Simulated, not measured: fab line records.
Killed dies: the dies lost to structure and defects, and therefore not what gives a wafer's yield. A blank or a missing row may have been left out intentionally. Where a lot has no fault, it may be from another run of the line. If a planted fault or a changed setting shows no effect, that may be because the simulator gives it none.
fab line records ; flow sky130
[record] lots = 7; wafers = 21; last_day = 49
route steps=708 shown LOCAL_INTERCONNECT@390 PAD_OPEN@708
lots untouched by any fault: they come from a run of this same line in which no faults occurred
start_h: hours from the record's opening day to when the first of the lot's shown wafers began ; wait_h: hours from the lot's prior step to this one ; " same as the row above ; L1.1+2: several wafers, shown together as one row ; - no value present, or no start provided ; * or withheld: withheld ; < > ~ a bound
route shown NAME@n: a module of which the file shows steps, and the number in the route of the first ; usual: mean/standard deviation taken from wafers without a fault ; same: alike in all rows ; chamber/n: place in a boat ; sites: per-site readings ; _std_site: their standard deviation ; _edge_site: mean of outer sites minus mean of inner sites ; radius_mm: for every site, how far away it sits from the centre of the wafer ; mask NAME#n: copy n ; behind: tool/chamber where the wafer was last shaped ; hold: cause of the lot's hold/its duration in hours/its outcome ; device: the n, p or np transistor that did not switch ; end of line: the same wafers' tests at the end of the route ; step lacking rows: just its recipe ; killed: at the first sort, the dies lost to defects and structure; wafer yield is something else ; map: a wafer's dies, marking killed ones x, the rest . and places with no die _
set.NAME: the setting as run; set.NAME@STEP: as run at that earlier step ; model.NAME: the simulator's own value behind a step, which no gauge read
certain route steps with their lots: each step a table, each wafer a row
services: the hour from which a tool's chamber was out of use, counted from the record's first day as start_h (under 0 if before that day), plus the number of hours and why
[[steps]]
[step SKY_LOCAL_INTERCONNECT_DEHYDRATE_03]
[recipe] temp_c = 200; time_s = 60
[step SKY_LOCAL_INTERCONNECT_HMDS_04]
[recipe] prime_time_s = 60; prime_temp_c = 120
[step SKY_LOCAL_INTERCONNECT_COAT_05]
[recipe] resist = BARC; temp_c = withheld; time_s = withheld; spin_rpm = 3000; resist_thk_nm = 60
[step SKY_LOCAL_INTERCONNECT_COAT_06]
[recipe] resist = KrF-thick; spin_rpm = 3000; resist_thk_nm = 450
[step SKY_LOCAL_INTERCONNECT_SOFTBAKE_07]
[recipe] temp_c = 100; time_s = 90; resist = KrF-thick
[step SKY_LOCAL_INTERCONNECT_EXPOSE_08]
[recipe] mask_id = LI1M; na = 0.8; source_shape = annular; sigma_inner = 0.55; sigma_outer = 0.85; target_cd_nm = 170; dose_mj = 28
[step SKY_LOCAL_INTERCONNECT_PEB_09]
[recipe] peb_temp_c = withheld; peb_time_s = withheld; resist = KrF-thick
[step SKY_LOCAL_INTERCONNECT_DEVELOP_10]
[recipe] develop_time_s = 60; resist = KrF-thick; dev_temp_c = 21
[step SKY_LOCAL_INTERCONNECT_CD_MEAS_11]
[recipe] target_cd_nm = 170
[usual] cd_nm = 170.4/1.5
lot.wafer;tool;chamber;start_h;wait_h;cd_nm
L375.2;cd_sem-02;-;718.99;-;172.1
L375.4;cd_sem-02;-;718.99;-;173.3
L375.6;cd_sem-02;-;718.99;-;171.2
L377.1;cd_sem-02;-;745.08;-;170.7
L377.3;cd_sem-02;-;745.08;-;171.1
L377.5;cd_sem-02;-;745.08;-;170.4
L378.2;cd_sem-02;-;746.88;-;171.8
L378.3;cd_sem-02;-;746.88;-;170.2
L378.4;cd_sem-02;-;746.88;-;172.1
L379.1;cd_sem-02;-;753.56;-;173.1
L379.2;cd_sem-02;-;753.56;-;172.2
L379.6;cd_sem-02;-;753.56;-;171.6
L383.3;cd_sem-01;-;783.92;-;169.2
L383.4;cd_sem-01;-;783.92;-;168.4
L383.5;cd_sem-01;-;783.92;-;169.6
L388.3;cd_sem-01;-;826.11;-;172.1
L388.5;cd_sem-01;-;826.11;-;173.7
L388.6;cd_sem-01;-;826.11;-;172.1
L391.1;cd_sem-01;-;854.97;-;169.0
L391.5;cd_sem-01;-;854.97;-;168.9
L391.6;cd_sem-01;-;854.97;-;168.5
[step SKY_LOCAL_INTERCONNECT_OVL_MEAS_12]
[usual] LOCAL_INTERCONNECT_OVL = 2/6
lot.wafer;tool;chamber;start_h;wait_h;LOCAL_INTERCONNECT_OVL[nm]
L375.2;overlay-02;-;719.09;0.1;9
L375.4;overlay-02;-;719.09;0.1;3
L375.6;overlay-02;-;719.09;0.1;7
L377.1;overlay-01;-;745.20;0.1;3
L377.3;overlay-01;-;745.20;0.1;2
L377.5;overlay-01;-;745.20;0.1;0
L378.2;overlay-02;-;746.99;0.1;2
L378.3;overlay-02;-;746.99;0.1;1
L378.4;overlay-02;-;746.99;0.1;-1
L379.1;overlay-01;-;753.68;0.1;8
L379.2;overlay-01;-;753.68;0.1;4
L379.6;overlay-01;-;753.68;0.1;1
L383.3;overlay-01;-;784.01;0.1;4
L383.4;overlay-01;-;784.01;0.1;3
L383.5;overlay-01;-;784.01;0.1;4
L388.3;overlay-01;-;826.20;0.1;5
L388.5;overlay-01;-;826.20;0.1;2
L388.6;overlay-01;-;826.20;0.1;-2
L391.1;overlay-01;-;855.09;0.1;5
L391.5;overlay-01;-;855.09;0.1;-1
L391.6;overlay-01;-;855.09;0.1;-4
[step SKY_LOCAL_INTERCONNECT_ETCH_13]
[recipe] chemistry = N2/H2; target = BARC; ion_energy_ev = 200; bias_w = 100; pressure_mtorr = 30; n2_flow_sccm = 100; h2_flow_sccm = 200; icp_w = 500; stop_on = SiO2; time_s = 45.9; target_depth_a = 600
[usual] drypump_motor_current_A = 6.0/0.55; oes_product_au = 0.855/0.0049; throttle_valve_pct = 13.225/0.0083
lot.wafer;tool;chamber;start_h;wait_h;drypump_motor_current_A;oes_product_au;rf_hours_counter_h;throttle_valve_pct
L375.2;rie_metal-04;0;719.12;0.0;6.4;0.853;5;13.216
L375.4;rie_metal-04;0;719.12;0.0;6.4;0.856;-;13.213
L375.6;rie_metal-04;0;719.12;0.0;6.4;0.857;-;13.217
L377.1;rie_metal-04;1;745.24;0.0;6.7;0.849;4;13.235
L377.3;rie_metal-04;1;745.24;0.0;6.7;0.851;-;13.209
L377.5;rie_metal-04;0;745.24;0.0;6.4;0.854;-;13.238
L378.2;rie_metal-01;1;747.04;0.0;5.4;0.857;-;13.233
L378.3;rie_metal-01;1;747.04;0.0;5.4;0.852;-;13.225
L378.4;rie_metal-01;1;747.04;0.0;5.3;0.855;-;13.226
L379.1;rie_metal-01;1;753.72;0.0;5.4;0.848;7;13.225
L379.2;rie_metal-01;1;753.72;0.0;5.3;0.849;-;13.215
L379.6;rie_metal-01;1;753.72;0.0;5.3;0.857;-;13.214
L383.3;rie_metal-04;1;784.06;0.0;6.7;0.855;-;13.224
L383.4;rie_metal-04;0;784.06;0.0;6.4;0.860;-;13.225
L383.5;rie_metal-04;0;784.06;0.0;6.4;0.850;-;13.210
L388.3;rie_metal-01;0;826.25;0.0;5.5;0.858;-;13.220
L388.5;rie_metal-01;0;826.25;0.0;5.5;0.845;-;13.226
L388.6;rie_metal-01;1;826.25;0.0;5.4;0.858;-;13.224
L391.1;rie_metal-04;0;855.12;0.0;6.4;0.860;9;13.231
L391.5;rie_metal-04;0;855.12;0.0;6.4;0.844;-;13.212
L391.6;rie_metal-04;1;855.12;0.0;6.7;0.854;-;13.217
[step SKY_LOCAL_INTERCONNECT_METAL_ETCH_14]
[recipe] target_depth_nm = 110; stop_on = PSG; chemistry = Cl2/BCl3; target = TiN; resist_sidewall_deg = 88; pressure_mtorr = 10; icp_w = 900; bias_w = 48.5; Cl2_flow_sccm = 60; bcl3_flow_sccm = 30; time_s = 31.4
[usual] drypump_motor_current_A = 6.0/0.54; oes_product_au = 0.939/0.0069; throttle_valve_pct = 21.902/0.0093
lot.wafer;tool;chamber;start_h;wait_h;drypump_motor_current_A;oes_product_au;rf_hours_counter_h;throttle_valve_pct
L375.2;rie_metal-04;0;719.19;0.0;6.4;0.933;5;21.889
L375.4;rie_metal-04;0;719.19;0.0;6.4;0.941;-;21.906
L375.6;rie_metal-04;0;719.19;0.0;6.4;0.939;-;21.904
L377.1;rie_metal-04;1;745.30;0.0;6.7;0.945;4;21.896
L377.3;rie_metal-04;1;745.30;0.0;6.7;0.939;-;21.910
L377.5;rie_metal-04;0;745.30;0.0;6.4;0.935;-;21.910
L378.2;rie_metal-01;1;747.16;0.1;5.3;0.936;-;21.898
L378.3;rie_metal-01;1;747.16;0.1;5.3;0.938;-;21.895
L378.4;rie_metal-01;1;747.16;0.1;5.3;0.936;-;21.911
L379.1;rie_metal-01;1;753.84;0.1;5.3;0.935;8;21.902
L379.2;rie_metal-01;1;753.84;0.1;5.4;0.941;-;21.916
L379.6;rie_metal-01;1;753.84;0.1;5.4;0.931;-;21.898
L383.3;rie_metal-04;1;784.12;0.0;6.7;0.930;-;21.898
L383.4;rie_metal-04;0;784.12;0.0;6.4;0.927;-;21.907
L383.5;rie_metal-04;0;784.12;0.0;6.4;0.927;-;21.917
L388.3;rie_metal-01;0;826.30;0.0;5.5;0.931;-;21.905
L388.5;rie_metal-01;0;826.30;0.0;5.5;0.933;-;21.919
L388.6;rie_metal-01;1;826.30;0.0;5.3;0.934;-;21.905
L391.1;rie_metal-04;0;855.19;0.0;6.4;0.941;9;21.906
L391.5;rie_metal-04;0;855.19;0.0;6.4;0.934;-;21.888
L391.6;rie_metal-04;1;855.19;0.0;6.7;0.939;-;21.903
[step SKY_LOCAL_INTERCONNECT_STRIP_15]
[recipe] chemistry = O2/N2; power_w = 1400; pressure_mtorr = 1500; platen_temp_c = withheld; o2_flow_sccm = 3000; n2_flow_sccm = 300; overash_fraction = 0.5
[usual] chamber_pressure_mTorr = 1500.2/1.3; drypump_motor_current_A = 5.5/0.47; oes_product_au = 0.428/0.0045; strip_time_to_endpoint_s = 4.731/0.025
lot.wafer;tool;chamber;start_h;wait_h;chamber_pressure_mTorr;drypump_motor_current_A;oes_product_au;rf_hours_counter_h;strip_time_to_endpoint_s;model.KrF-thick_of_LOCAL_INTERCONNECT_COAT_06.thk_nm
L375.2;plasma_asher-04;1;719.24;0.0;1502.7;5.5;0.427;96;4.730;0
L375.4;plasma_asher-04;1;719.24;0.0;1500.2;5.5;0.428;-;4.721;0
L375.6;plasma_asher-04;1;719.24;0.0;1500.3;5.5;0.422;-;4.742;0
L377.1;plasma_asher-03;0;745.35;0.0;-;-;-;-;-;347.5
L377.3;plasma_asher-03;1;745.35;0.0;-;-;-;-;-;348
L377.5;plasma_asher-03;0;745.35;0.0;-;-;-;-;-;345.6
L378.2;plasma_asher-04;1;747.25;0.1;-;-;-;-;-;352.6
L378.3;plasma_asher-04;0;747.25;0.1;-;-;-;-;-;352.2
L378.4;plasma_asher-04;1;747.25;0.1;-;-;-;-;-;352.1
L379.1;plasma_asher-03;1;753.95;0.1;-;-;-;-;-;349.1
L379.2;plasma_asher-03;0;753.95;0.1;-;-;-;-;-;348.7
L379.6;plasma_asher-03;1;753.95;0.1;-;-;-;-;-;349.2
L383.3;plasma_asher-02;1;784.18;0.1;1500.0;5.2;0.427;-;4.695;0
L383.4;plasma_asher-02;0;784.18;0.1;1499.7;6.3;0.425;-;4.674;0
L383.5;plasma_asher-02;0;784.18;0.1;1499.9;6.3;0.430;-;4.672;0
L388.3;plasma_asher-02;1;826.37;0.1;1498.9;5.2;0.426;-;4.739;0
L388.5;plasma_asher-02;1;826.37;0.1;1501.1;5.2;0.431;-;4.761;0
L388.6;plasma_asher-02;0;826.37;0.1;1500.5;6.3;0.428;-;4.756;0
L391.1;plasma_asher-03;1;855.24;0.0;1499.1;5.1;0.437;103;4.715;0
L391.5;plasma_asher-03;0;855.24;0.0;1500.0;5.0;0.433;-;4.721;0
L391.6;plasma_asher-03;1;855.24;0.0;1502.8;5.1;0.429;-;4.736;0
[step SKY_LOCAL_INTERCONNECT_STRIP_16]
[recipe] chemistry = post_etch_residue_remover; time_s = 1200; temp_c = 72.5
[step SKY_PAD_OPEN_PROBE_99]
[usual] killed_at_M0_to_M3 = 44/7.5; killed_at_M4_up = 3.2/1.9; killed_at_contacts = 23/4.7; killed_at_front_end = 15/4.7; killed_at_other = 0.4/0.66; killed_dies = 87/9.3; killed_on_rim = 17/4.1; killed_open = 47/7.2; killed_short = 39/6.5
[same] gross_dies = 492; killed_at_back_side = 0
lot.wafer;tool;chamber;start_h;wait_h;killed_at_M0_to_M3;killed_at_M4_up;killed_at_contacts;killed_at_front_end;killed_at_other;killed_dies;killed_on_rim;killed_open;killed_short
L375.2;prober-02;-;1086.09;0.1;47;5;27;19;0;98;22;45;53
L375.4;prober-02;-;1086.19;0.2;45;2;30;14;0;91;21;43;48
L375.6;prober-02;-;1086.29;0.2;47;1;19;13;0;80;17;47;33
L377.1;prober-02;-;1107.54;0.1;45;3;428;16;0;492;96;58;37
L377.3;prober-02;-;1107.64;0.2;28;6;434;24;0;492;96;40;52
L377.5;prober-02;-;1107.74;0.2;62;3;413;14;0;492;96;48;48
L378.2;prober-01;-;1109.33;0.1;39;3;430;20;0;492;96;42;44
L378.3;prober-01;-;1109.38;0.2;43;2;432;14;1;492;96;38;40
L378.4;prober-01;-;1109.43;0.2;59;1;414;18;0;492;96;66;30
L379.1;prober-02;-;1112.09;0.1;34;0;447;11;0;492;96;43;23
L379.2;prober-02;-;1112.14;0.1;45;2;436;9;0;492;96;41;40
L379.6;prober-02;-;1112.34;0.2;43;5;432;12;0;492;96;42;43
L383.3;prober-02;-;1134.10;0.2;47;2;23;16;0;88;22;54;33
L383.4;prober-02;-;1134.15;0.2;49;4;22;17;0;92;18;57;35
L383.5;prober-02;-;1134.20;0.2;53;1;18;15;0;87;21;60;26
L391.1;prober-02;-;1180.60;0.1;39;3;28;20;1;91;28;49;42
L391.5;prober-02;-;1180.80;0.2;31;0;18;19;0;68;16;29;39
L391.6;prober-02;-;1180.85;0.2;46;2;30;21;1;100;23;57;43
// killed by level:class
L375.2 VIA1:geometric_particle:open=12 POLY_GATE:geometric_particle:open=8 METAL3:geometric_particle:short=7 CONTACT:geometric_particle:short=7 LI_CONTACT:geometric_particle:open=7 CONTACT:geometric_particle:open=7 VIA3:geometric_particle:open=6 LOCAL_INTERCONNECT:geometric_particle:short=5
L375.4 CONTACT:geometric_particle:open=11 METAL2:geometric_particle:short=9 VIA1:geometric_particle:open=8 VIA1:geometric_particle:short=6 CONTACT:geometric_particle:short=6 VIA2:geometric_particle:open=5 LOCAL_INTERCONNECT:geometric_particle:short=5 POLY_GATE:geometric_particle:short=4
L375.6 VIA1:geometric_particle:open=14 VIA2:geometric_particle:open=9 VIA1:geometric_particle:short=8 CONTACT:geometric_particle:short=7 VIA3:geometric_particle:open=6 CONTACT:geometric_particle:open=5 FIELD_ISO:geometric_particle:open=4 LI_CONTACT:geometric_particle:open=4
L377.1 CONTACT:area_cvd=397 CONTACT:geometric_particle:open=15 VIA1:geometric_particle:open=14 METAL2:geometric_particle:short=11 LI_CONTACT:geometric_particle:open=6 METAL1:geometric_particle:short=6 FIELD_ISO:geometric_particle:open=5 LOCAL_INTERCONNECT:geometric_particle:short=5
L377.3 CONTACT:area_cvd=400 CONTACT:geometric_particle:open=11 FIELD_ISO:geometric_particle:short=7 LI_CONTACT:geometric_particle:open=7 FIELD_ISO:geometric_particle:open=6 METAL2:geometric_particle:short=6 POLY_GATE:geometric_particle:short=5 LI_CONTACT:geometric_particle:short=5
L377.5 CONTACT:area_cvd=396 VIA1:geometric_particle:open=13 METAL2:geometric_particle:short=11 VIA2:geometric_particle:open=10 VIA1:geometric_particle:short=8 VIA3:geometric_particle:open=7 CONTACT:geometric_particle:short=6 CONTACT:geometric_particle:open=6
L378.2 CONTACT:area_cvd=405 VIA1:geometric_particle:open=8 FIELD_ISO:geometric_particle:open=6 VIA1:geometric_particle:short=6 CONTACT:geometric_particle:open=6 VIA3:geometric_particle:open=6 POLY_GATE:geometric_particle:short=5 LI_CONTACT:geometric_particle:short=5
L378.3 CONTACT:area_cvd=410 VIA3:geometric_particle:open=9 CONTACT:geometric_particle:open=7 FIELD_ISO:geometric_particle:short=6 CONTACT:geometric_particle:short=6 VIA1:geometric_particle:open=6 METAL1:geometric_particle:short=6 METAL2:geometric_particle:short=5
L378.4 CONTACT:area_cvd=393 VIA1:geometric_particle:open=19 CONTACT:geometric_particle:open=9 VIA1:geometric_particle:short=9 VIA3:geometric_particle:open=9 VIA2:geometric_particle:open=8 LI_CONTACT:geometric_particle:open=6 FIELD_ISO:geometric_particle:open=5
L379.1 CONTACT:area_cvd=426 VIA1:geometric_particle:open=10 CONTACT:geometric_particle:open=9 LI_CONTACT:geometric_particle:open=7 POLY_GATE:geometric_particle:open=5 VIA3:geometric_particle:open=5 VIA2:geometric_particle:open=5 POLY_GATE:geometric_particle:short=4
L379.2 CONTACT:area_cvd=411 VIA1:geometric_particle:open=15 CONTACT:geometric_particle:short=8 CONTACT:geometric_particle:open=8 VIA1:geometric_particle:short=7 METAL3:geometric_particle:short=6 VIA3:geometric_particle:open=4 METAL1:geometric_particle:short=4
L379.6 CONTACT:area_cvd=407 VIA1:geometric_particle:open=15 LI_CONTACT:geometric_particle:open=9 CONTACT:geometric_particle:open=6 VIA1:geometric_particle:short=6 METAL2:geometric_particle:short=6 CONTACT:geometric_particle:short=5 VIA2:geometric_particle:open=5
L383.3 VIA1:geometric_particle:open=12 CONTACT:geometric_particle:open=9 VIA2:geometric_particle:open=9 VIA3:geometric_particle:open=8 FIELD_ISO:geometric_particle:open=7 LI_CONTACT:geometric_particle:short=5 CONTACT:geometric_particle:short=4 VIA3:geometric_particle:short=4
L383.4 VIA3:geometric_particle:open=13 VIA2:geometric_particle:open=9 CONTACT:geometric_particle:open=8 VIA1:geometric_particle:open=8 POLY_GATE:geometric_particle:short=5 LI_CONTACT:geometric_particle:open=5 METAL1:geometric_particle:short=5 VIA3:geometric_particle:short=5
L383.5 VIA1:geometric_particle:open=17 VIA2:geometric_particle:open=9 CONTACT:geometric_particle:open=9 METAL1:geometric_particle:short=5 VIA3:geometric_particle:open=5 VIA1:geometric_particle:short=4 METAL1:geometric_particle:open=4 FIELD_ISO:geometric_particle:open=3
L391.1 LOCAL_INTERCONNECT:geometric_particle:short=12 VIA1:geometric_particle:open=11 VIA3:geometric_particle:open=8 LI_CONTACT:geometric_particle:open=7 FIELD_ISO:geometric_particle:open=6 CONTACT:geometric_particle:open=6 FIELD_ISO:geometric_particle:short=5 POLY_GATE:geometric_particle:open=4
L391.5 VIA1:geometric_particle:open=9 FIELD_ISO:geometric_particle:short=7 METAL3:geometric_particle:short=5 LI_CONTACT:geometric_particle:open=4 LOCAL_INTERCONNECT:geometric_particle:short=4 CONTACT:geometric_particle:short=4 METAL1:geometric_particle:short=4 FIELD_ISO:geometric_particle:open=3
L391.6 VIA1:geometric_particle:open=15 LI_CONTACT:geometric_particle:open=9 CONTACT:geometric_particle:open=8 VIA3:geometric_particle:open=7 FIELD_ISO:geometric_particle:open=6 POLY_GATE:geometric_particle:short=6 LOCAL_INTERCONNECT:geometric_particle:short=6 VIA1:geometric_particle:short=5
// map L377.1 (x killed, . not)
__________xxxxxxxxxx_________
________xxxxxxxxxxxxxx_______
______xxxxxxxxxxxxxxxxxx_____
_____xxxxxxxxxxxxxxxxxxxx____
____xxxxxxxxxxxxxxxxxxxxxx___
___xxxxxxxxxxxxxxxxxxxxxxxx__
__xxxxxxxxxxxxxxxxxxxxxxxxxx_
_xxxxxxxxxxxxxxxxxxxxxxxxxxxx
_xxxxxxxxxxxxxxxxxxxxxxxxxxxx
_xxxxxxxxxxxxxxxxxxxxxxxxxxxx
_xxxxxxxxxxxxxxxxxxxxxxxxxxxx
_xxxxxxxxxxxxxxxxxxxxxxxxxxxx
_xxxxxxxxxxxxxxxxxxxxxxxxxxxx
_xxxxxxxxxxxxxxxxxxxxxxxxxxxx
_xxxxxxxxxxxxxxxxxxxxxxxxxxxx
__xxxxxxxxxxxxxxxxxxxxxxxxxx_
___xxxxxxxxxxxxxxxxxxxxxxxx__
____xxxxxxxxxxxxxxxxxxxxxx___
_____xxxxxxxxxxxxxxxxxxxx____
______xxxxxxxxxxxxxxxxxx_____
________xxxxxxxxxxxxxx_______
__________xxxxxxxxxx_________
// map L378.2 (x killed, . not)
__________xxxxxxxxxx_________
________xxxxxxxxxxxxxx_______
______xxxxxxxxxxxxxxxxxx_____
_____xxxxxxxxxxxxxxxxxxxx____
____xxxxxxxxxxxxxxxxxxxxxx___
___xxxxxxxxxxxxxxxxxxxxxxxx__
__xxxxxxxxxxxxxxxxxxxxxxxxxx_
_xxxxxxxxxxxxxxxxxxxxxxxxxxxx
_xxxxxxxxxxxxxxxxxxxxxxxxxxxx
_xxxxxxxxxxxxxxxxxxxxxxxxxxxx
_xxxxxxxxxxxxxxxxxxxxxxxxxxxx
_xxxxxxxxxxxxxxxxxxxxxxxxxxxx
_xxxxxxxxxxxxxxxxxxxxxxxxxxxx
_xxxxxxxxxxxxxxxxxxxxxxxxxxxx
_xxxxxxxxxxxxxxxxxxxxxxxxxxxx
__xxxxxxxxxxxxxxxxxxxxxxxxxx_
___xxxxxxxxxxxxxxxxxxxxxxxx__
____xxxxxxxxxxxxxxxxxxxxxx___
_____xxxxxxxxxxxxxxxxxxxx____
______xxxxxxxxxxxxxxxxxx_____
________xxxxxxxxxxxxxx_______
__________xxxxxxxxxx_________
[[services]]
tool;chamber;start_h;hours;kind
rie_metal-01;0;698.94;1.9;repair
rie_metal-01;1;700.08;1.3;repair
plasma_asher-03;-;712.82;2.8;pm
rie_metal-01;0;719.84;3.6;repair
plasma_asher-04;-;733.75;9.0;pm
plasma_asher-04;0;733.75;9.0;vent_cycle
plasma_asher-04;1;733.75;9.0;vent_cycle
rie_metal-01;0;742.35;17.8;repair
plasma_asher-04;0;742.75;-;clean
plasma_asher-04;1;742.75;-;clean
plasma_asher-04;-;786.38;6.1;repair
plasma_asher-02;-;787.73;2.8;pm
plasma_asher-02;-;798.73;13.0;repair
plasma_asher-04;-;808.40;8.5;repair
rie_metal-01;-;810.00;2.5;repair
[[key]]
[first_sign] step = SKY_LOCAL_INTERCONNECT_STRIP_15; reading = tool_record; direction = missing
[effect] step = SKY_PAD_OPEN_PROBE_99; reading = killed_at_contacts; direction = up; sigmas = 86; usual = 23; struck = 430
[model_effect] step = SKY_LOCAL_INTERCONNECT_STRIP_15; value = KrF-thick_of_LOCAL_INTERCONNECT_COAT_06.thk_nm; without = 0; struck = 349.4
[more_kills_born_at] SKY_CONTACT_CVD_00@pecvd-02 = 2437; SKY_CONTACT_CVD_00@pecvd-04 = 1208
met_at SKY_LOCAL_INTERCONNECT_STRIP_15
struck_wafers L377.1,L377.3,L377.5,L378.2,L378.3,L378.4,L379.1,L379.2,L379.6
later_rows_left_out L377.1,L377.3,L377.5,L378.2,L378.3,L378.4,L379.1,L379.2,L379.6
tester_left_out L377,L378,L379
onset_between 719.24 745.35
[fault] kind = skipped_step_whole; tool = plasma_asher-03,plasma_asher-04; chamber = -; onset_h = 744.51; steps = SKY_LOCAL_INTERCONNECT_STRIP_15; scope = struck_lots_only
// tester_left_out: of these lots the tester's yield and bins aren't shown, on N5 and GAA mostly nor the transistor test; their killed dies are dies lost to structure and defects alone, not to doping, threshold or leakage, so they don't give the yield
// later_rows_left_out: the simulator's readings of these wafers behind a module that went badly wrong aren't trusted and aren't shown, but for the sort
